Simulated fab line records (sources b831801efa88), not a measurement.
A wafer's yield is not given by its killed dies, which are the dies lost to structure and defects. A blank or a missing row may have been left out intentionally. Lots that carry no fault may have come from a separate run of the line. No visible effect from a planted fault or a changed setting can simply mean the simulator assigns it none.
fab line records    flow sky130
[record] lots = 14  wafers = 42  last-day = 50
route steps=708 shown SD_P@328 LI_CONTACT@372
lots with no fault: from the same line, run without faults
start-h: hours from the record's first day to the start of the lot's first wafer shown    wait-h: hours from the lot's prior step to this one    " as in the row above    L1.1+2: a single row standing in for several wafers    - value missing, or start not given    * or withheld: withheld    < > ~ a bound
route shown NAME@n: names a module that has steps shown in the file, with the first one's number in the route    usual: mean/standard deviation of fault-free wafers    same: alike in all rows    chamber/n: place in a boat    sites: the reading at each site    _std_site: standard deviation across them    _edge_site: inner sites' mean taken away from outer sites' mean    radius-mm: for every site, how far away it sits from the centre of the wafer    mask NAME#n: copy n    behind: the last tool/chamber to shape the wafer    hold: cause of the lot's hold/its duration in hours/its outcome    device: the n, p or np transistor that did not switch    end of line: tests of these same wafers at the route's end    a step given without rows: its recipe and nothing more    killed: dies that structure and defects cost at the first sort, which is not the same as the wafer's yield    map: per-die view of a wafer (x killed, . not killed, _ where there is no die)
set.NAME: the setting as run; set.NAME@STEP: as run at that earlier step    model.NAME: the simulator's own value behind a step, which no gauge read
steps of the route over a sample of lots; a table a step, a row a wafer
services: the hour from which a tool's chamber was out of use, counted from the record's first day as start-h (under 0 if before that day), plus the number of hours and why
[[steps]]
[step SKY_SD_P_OVL_MEAS_08]
[usual] SD_P_OVL = 1.0/1.5
lot.wafer  tool        chamber  start-h  wait-h  SD_P_OVL[nm]
L715.1     overlay-01  -        586.79   0.1     0.7
L715.3     "           -        "        "       -0.2
L715.5     "           -        "        "       0.6
L716.2     overlay-02  -        589.37   0.1     2.3
L716.3     "           -        "        "       2.1
L716.5     "           -        "        "       0.5
L718.1     overlay-01  -        607.89   0.1     3.5
L718.4     "           -        "        "       4.5
L718.6     "           -        "        "       1.9
L719.1     overlay-01  -        619.26   0.1     1.3
L719.4     "           -        "        "       -0.9
L719.6     "           -        "        "       1.3
L720.2     overlay-02  -        630.05   0.1     1.7
L720.4     "           -        "        "       0.7
L720.5     "           -        "        "       0.9
L722.1     overlay-02  -        638.63   0.1     1.0
L722.3     "           -        "        "       0.8
L722.6     "           -        "        "       -0.3
L724.2     overlay-02  -        678.30   0.1     3.2
L724.3     "           -        "        "       2.8
L724.5     "           -        "        "       2.5
L723.1     overlay-02  -        678.94   0.1     -1.5
L723.2     "           -        "        "       -2.2
L723.5     "           -        "        "       0.0
L730.1     overlay-02  -        714.44   0.1     0.0
L730.2     "           -        "        "       1.3
L730.4     "           -        "        "       0.1
L731.3     overlay-01  -        715.55   0.1     -0.4
L731.5     "           -        "        "       -0.8
L731.6     "           -        "        "       -0.4
L735.2     overlay-01  -        739.73   0.1     1.0
L735.3     "           -        "        "       1.4
L735.4     "           -        "        "       0.3
L736.1     overlay-02  -        749.09   0.1     2.0
L736.3     "           -        "        "       1.1
L736.5     "           -        "        "       0.4
L737.1     overlay-01  -        760.30   0.1     2.4
L737.3     "           -        "        "       2.5
L737.4     "           -        "        "       1.3
L738.2     overlay-02  -        763.85   0.1     1.9
L738.4     "           -        "        "       0.9
L738.5     "           -        "        "       2.1
[step SKY_LI_CONTACT_PEB_10]
[recipe] peb-temp-c = withheld  peb-time-s = withheld  resist = KrF-thick
[usual] chill-plate-temp-C = *  exhaust-pa = 45.2/0.93
lot.wafer  tool            chamber  start-h  wait-h  chill-plate-temp-C  exhaust-pa
L715.1     litho-track-03  0        673      -       *                   45.2
L715.3     "               0        "        "       *                   44.7
L715.5     "               0        "        "       *                   45.5
L716.2     litho-track-03  0        675      -       *                   46.9
L716.3     "               0        "        "       *                   46.0
L716.5     "               0        "        "       *                   45.9
L718.1     litho-track-02  0        692      -       *                   46.0
L718.4     "               0        "        "       *                   45.5
L718.6     "               0        "        "       *                   45.1
L719.1     litho-track-02  0        704      -       *                   44.6
L719.4     "               0        "        "       *                   45.5
L719.6     "               0        "        "       *                   44.9
L720.2     litho-track-01  0        715      -       *                   45.8
L720.4     "               0        "        "       *                   45.1
L720.5     "               0        "        "       *                   46.0
L722.1     litho-track-03  0        723      -       *                   45.7
L722.3     "               0        "        "       *                   44.0
L722.6     "               0        "        "       *                   43.8
L724.2     litho-track-02  0        762      -       *                   45.8
L724.3     "               0        "        "       *                   45.2
L724.5     "               0        "        "       *                   45.7
L723.1     litho-track-02  0        763      -       *                   46.3
L723.2     "               0        "        "       *                   45.9
L723.5     "               0        "        "       *                   46.1
L730.1     litho-track-03  -        798      -       -                   -
L730.2     "               -        "        "       -                   -
L730.4     "               -        "        "       -                   -
L731.3     litho-track-01  -        798      -       -                   -
L731.5     "               -        "        "       -                   -
L731.6     "               -        "        "       -                   -
L735.2     litho-track-02  0        822      -       *                   43.9
L735.3     "               0        "        "       *                   45.0
L735.4     "               0        "        "       *                   44.1
L736.1     litho-track-02  0        829      -       *                   45.4
L736.3     "               0        "        "       *                   45.4
L736.5     "               0        "        "       *                   45.2
L737.1     litho-track-03  0        842      -       *                   44.0
L737.3     "               0        "        "       *                   43.2
L737.4     "               0        "        "       *                   44.5
L738.2     litho-track-03  0        844      -       *                   45.6
L738.4     "               0        "        "       *                   44.0
L738.5     "               0        "        "       *                   45.1
[step SKY_LI_CONTACT_ETCH_14]
[recipe] chemistry = N2/H2  target = BARC  ion-energy-ev = 200  source-w = 500  bias-w = 100  pressure-mtorr = 30  n2-flow-sccm = 100  h2-flow-sccm = 200  stop-on = SiO2  time-s = 45.9  target-depth-a = 600
[usual] chamber-pressure-mTorr = 30.00/0.031  drypump-motor-current-A = 5.8/0.46  h2-flow-sccm = 200.0/0.64  n2-flow-sccm = 100.02/0.29  oes-product-au = 0.855/0.0048  throttle-valve-pct = 13.225/0.0098
lot.wafer  tool         chamber  start-h  wait-h  chamber-pressure-mTorr  drypump-motor-current-A  h2-flow-sccm  n2-flow-sccm  oes-product-au  rf-hours-counter-h  throttle-valve-pct
L715.1     rie-diel-03  0        673.72   0.0     29.99                   6.3                      199.2         99.78         0.853           28                  13.228
L715.3     "            1        "        "       29.95                   6.4                      199.3         99.82         0.856           36                  13.216
L715.5     "            3        "        "       30.01                   6.0                      199.3         100.17        0.851           -                   13.237
L716.2     rie-diel-03  3        675.67   0.0     30.03                   6.0                      200.6         100.08        0.850           45                  13.210
L716.3     "            2        "        "       30.02                   6.3                      200.7         99.78         0.846           10                  13.223
L716.5     "            3        "        "       30.00                   6.0                      199.9         99.70         0.854           -                   13.228
L718.1     rie-diel-04  3        693.13   0.0     30.00                   5.0                      199.1         99.48         0.852           12                  13.224
L718.4     "            0        "        "       30.05                   5.3                      199.9         100.68        0.849           -                   13.236
L718.6     "            3        "        "       30.01                   5.0                      199.0         100.08        0.867           -                   13.213
L719.1     rie-diel-04  3        704.58   0.0     30.02                   5.0                      200.0         100.05        0.855           12                  13.228
L719.4     "            0        "        "       30.00                   5.3                      199.3         100.28        0.855           21                  13.218
L719.6     "            1        "        "       30.00                   5.6                      200.5         99.93         0.849           -                   13.212
L720.2     rie-diel-01  1        715.78   0.0     30.02                   6.1                      201.0         99.76         0.851           2                   13.226
L720.4     "            3        "        "       29.98                   5.3                      200.4         99.71         0.859           13                  13.219
L720.5     "            0        "        "       29.97                   5.8                      200.1         100.59        0.856           -                   13.224
L722.1     rie-diel-03  0        723.82   0.0     30.01                   6.2                      201.4         99.79         0.863           29                  13.241
L722.3     "            1        "        "       29.97                   6.3                      200.6         99.64         0.865           38                  13.223
L722.6     "            3        "        "       30.04                   6.0                      200.2         100.04        0.862           -                   13.217
L724.2     rie-diel-03  2        762.63   0.0     29.97                   6.2                      199.7         99.76         0.856           12                  13.220
L724.3     "            1        "        "       29.95                   6.3                      199.0         100.27        0.857           39                  13.229
L724.5     "            3        "        "       29.98                   6.0                      200.8         100.04        0.857           -                   13.242
L723.1     rie-diel-01  3        763.58   0.0     29.93                   5.3                      201.5         100.01        0.852           14                  13.200
L723.2     "            2        "        "       30.01                   5.0                      200.1         100.54        0.857           1                   13.232
L723.5     "            1        "        "       29.99                   6.2                      200.2         99.52         0.862           -                   13.226
L730.1     rie-diel-03  2        798.72   0.0     29.96                   6.2                      200.8         99.58         0.852           14                  13.222
L730.2     "            3        "        "       30.01                   6.0                      199.7         99.85         0.853           1                   13.220
L730.4     "            2        "        "       30.00                   6.2                      200.3         100.01        0.854           -                   13.230
L731.3     rie-diel-04  3        799.24   0.0     29.91                   5.0                      199.4         99.85         0.852           15                  13.217
L731.5     "            3        "        "       29.99                   5.0                      199.2         100.15        0.864           -                   13.247
L731.6     "            0        "        "       29.99                   5.3                      199.8         99.77         0.853           -                   13.222
L735.2     rie-diel-04  2        822.88   0.0     30.02                   5.9                      200.4         99.81         0.857           3                   13.209
L735.3     "            1        "        "       29.99                   5.6                      199.5         99.57         0.855           17                  13.216
L735.4     "            0        "        "       29.96                   5.3                      199.9         99.96         0.849           25                  13.233
L736.1     rie-diel-01  2        830.33   0.0     30.06                   5.0                      199.2         99.99         0.861           2                   13.237
L736.3     "            0        "        "       29.98                   5.8                      201.3         100.24        0.857           10                  13.221
L736.5     "            2        "        "       29.98                   5.0                      199.6         99.91         0.855           -                   13.231
L737.1     rie-diel-03  3        843.07   0.0     30.01                   6.0                      199.4         99.86         0.849           3                   13.217
L737.3     "            1        "        "       29.98                   6.3                      200.2         99.87         0.863           1                   13.231
L737.4     "            3        "        "       30.00                   6.0                      199.9         100.22        0.859           -                   13.238
L738.2     rie-diel-01  2        845.32   0.0     30.06                   5.1                      198.8         100.06        0.859           3                   13.231
L738.4     "            3        "        "       30.05                   5.3                      201.0         100.16        0.852           -                   13.235
L738.5     "            0        "        "       30.00                   5.8                      200.1         100.33        0.858           -                   13.226
[step SKY_LI_CONTACT_STRIP_16]
[recipe] chemistry = O2/N2  power-w = 1400  pressure-mtorr = 1500  platen-temp-c = withheld  o2-flow-sccm = 3000  n2-flow-sccm = 300  overash-fraction = 0.5
[usual] chamber-pressure-mTorr = 1500.2/1.4  drypump-motor-current-A = 5.7/0.41  n2-flow-sccm = 299.9/0.88  oes-product-au = 0.376/0.0048  strip-time-to-endpoint-s = 3.49/0.041
lot.wafer  tool             chamber  start-h  wait-h  chamber-pressure-mTorr  drypump-motor-current-A  n2-flow-sccm  oes-product-au  rf-hours-counter-h  strip-time-to-endpoint-s
L715.1     plasma-asher-01  0        673.85   -       1500.2                  6.2                      301.1         0.371           50                  3.52
L715.3     "                1        "        "       1500.5                  5.5                      299.9         0.374           -                   3.48
L715.5     "                1        "        "       1500.3                  5.4                      299.5         0.376           -                   3.47
L716.2     plasma-asher-01  1        675.80   -       1500.4                  5.4                      299.3         0.375           51                  3.44
L716.3     "                0        "        "       1498.0                  6.1                      299.2         0.363           -                   3.52
L716.5     "                0        "        "       1498.4                  6.1                      298.8         0.375           -                   3.44
L718.1     plasma-asher-03  0        693.26   -       1500.7                  5.8                      300.7         0.375           86                  3.43
L718.4     "                0        "        "       1499.9                  5.8                      299.5         0.368           -                   3.49
L718.6     "                1        "        "       1499.5                  5.3                      299.8         0.375           -                   3.42
L719.1     plasma-asher-01  1        704.71   -       1498.5                  5.5                      301.2         0.372           54                  3.43
L719.4     "                1        "        "       1500.9                  5.5                      299.5         0.387           -                   3.51
L719.6     "                1        "        "       1501.2                  5.5                      300.7         0.377           -                   3.50
L720.2     plasma-asher-02  0        715.91   -       1499.8                  6.2                      300.0         0.374           28                  3.43
L720.4     "                0        "        "       1501.8                  6.2                      300.8         0.381           -                   3.49
L720.5     "                0        "        "       1500.1                  6.2                      299.4         0.379           -                   3.47
L722.1     plasma-asher-03  0        723.95   -       1499.2                  5.8                      301.4         0.381           89                  3.54
L722.3     "                0        "        "       1498.5                  5.8                      300.7         0.382           -                   3.49
L722.6     "                1        "        "       1498.9                  5.3                      300.0         0.370           -                   3.47
L724.2     plasma-asher-01  1        762.76   -       1498.8                  5.4                      299.3         0.376           60                  3.50
L724.3     "                0        "        "       1501.7                  6.2                      299.6         0.375           -                   3.50
L724.5     "                1        "        "       1499.5                  5.5                      298.3         0.376           -                   3.55
L723.1     plasma-asher-02  1        763.71   -       1500.2                  5.2                      300.8         0.372           33                  3.52
L723.2     "                0        "        "       1500.9                  6.2                      300.4         0.379           33                  3.48
L723.5     "                1        "        "       1502.6                  5.2                      300.2         0.381           -                   3.45
L730.1     plasma-asher-03  0        798.85   -       1499.5                  5.8                      299.8         0.383           97                  3.52
L730.2     "                1        "        "       1502.9                  5.3                      300.0         0.376           97                  3.44
L730.4     "                0        "        "       1499.0                  5.8                      299.1         0.375           -                   3.53
L731.3     plasma-asher-02  1        799.40   -       1497.9                  5.2                      298.8         0.376           -                   3.49
L731.5     "                0        "        "       1500.1                  6.2                      299.7         0.376           -                   3.47
L731.6     "                1        "        "       1498.4                  5.2                      298.5         0.382           -                   3.52
L735.2     plasma-asher-01  0        823.01   -       1498.3                  6.2                      300.1         0.375           65                  3.45
L735.3     "                0        "        "       1499.6                  6.2                      300.3         0.382           -                   3.50
L735.4     "                1        "        "       1501.7                  5.4                      300.8         0.385           -                   3.49
L736.1     plasma-asher-02  0        830.46   -       1498.8                  6.3                      300.7         0.376           40                  3.51
L736.3     "                0        "        "       1499.1                  6.2                      300.3         0.374           -                   3.47
L736.5     "                0        "        "       1499.7                  6.2                      300.3         0.376           -                   3.50
L737.1     plasma-asher-02  0        843.20   -       1502.6                  6.2                      300.7         0.375           41                  3.48
L737.3     "                1        "        "       1498.5                  5.2                      301.1         0.381           -                   3.55
L737.4     "                0        "        "       1501.2                  6.2                      300.7         0.380           -                   3.49
L738.2     plasma-asher-01  0        845.45   -       1499.7                  6.1                      300.0         0.377           66                  3.47
L738.4     "                1        "        "       1498.4                  5.5                      301.0         0.379           -                   3.48
L738.5     "                0        "        "       1499.9                  6.1                      301.3         0.374           -                   3.46
[[services]]
tool             chamber  start-h  hours  kind
plasma-asher-03  -        654.59   32.7   pm
rie-diel-04      3        670.09   22.3   repair
rie-diel-01      2        689.22   -      clean
rie-diel-01      2        689.22   17.0   scheduled-down
rie-diel-01      2        689.22   17.0   vent-cycle
rie-diel-04      2        691.94   2.3    repair
rie-diel-04      2        705.42   -      clean
rie-diel-04      3        706.33   7.6    repair
plasma-asher-02  -        718.73   1.0    repair
rie-diel-03      3        739.36   -      clean
rie-diel-03      3        739.36   23.0   scheduled-down
rie-diel-03      3        739.36   23.0   vent-cycle
rie-diel-03      0        750.57   6.8    repair
rie-diel-01      -        757.49   0.4    repair
plasma-asher-03  -        765.19   2.8    pm
rie-diel-01      -        778.39   1.7    repair
rie-diel-03      1        781.92   -      clean
rie-diel-03      1        781.92   27.9   scheduled-down
rie-diel-03      1        781.92   27.9   vent-cycle
plasma-asher-01  -        794.23   10.0   pm
rie-diel-03      2        802.65   51.1   repair
plasma-asher-01  -        827.18   2.3    repair
litho-track-03   -        835.52   -      consumable-replace:filter
rie-diel-01      1        842.13   5.8    repair
[[key]]
[first-sign] step = SKY_LI_CONTACT_PEB_10  reading = tool-record  direction = missing
effect none on later readings
met-at SKY_LI_CONTACT_PEB_10
struck-lots L730,L731
later-rows-left-out L730.1,L730.2,L730.4,L731.3,L731.5,L731.6
sort-left-out L730.1,L730.2,L730.4,L731.3,L731.5,L731.6
tester-left-out L730,L731
not-acting-at SKY_SD_P_OVL_MEAS_08,SKY_LI_CONTACT_ETCH_14,SKY_LI_CONTACT_STRIP_16
onset-between 723 798
[fault] kind = skipped-step-whole  tool = litho-track-01,litho-track-03  chamber = -  onset-h = 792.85  steps = SKY_LI_CONTACT_PEB_10  scope = struck-lots-only
// tester-left-out: of these lots the tester's yield and bins aren't shown, on N5 and GAA mostly nor the transistor test; their killed dies are dies lost to structure and defects alone, not to doping, threshold or leakage, so they don't give the yield
// sort-left-out: the simulated sort isn't trusted on such a fault, so these wafers' sort isn't shown, and their yield isn't known
// later-rows-left-out: the simulator's readings of these wafers behind a module that went badly wrong aren't trusted and aren't shown, but for the sort
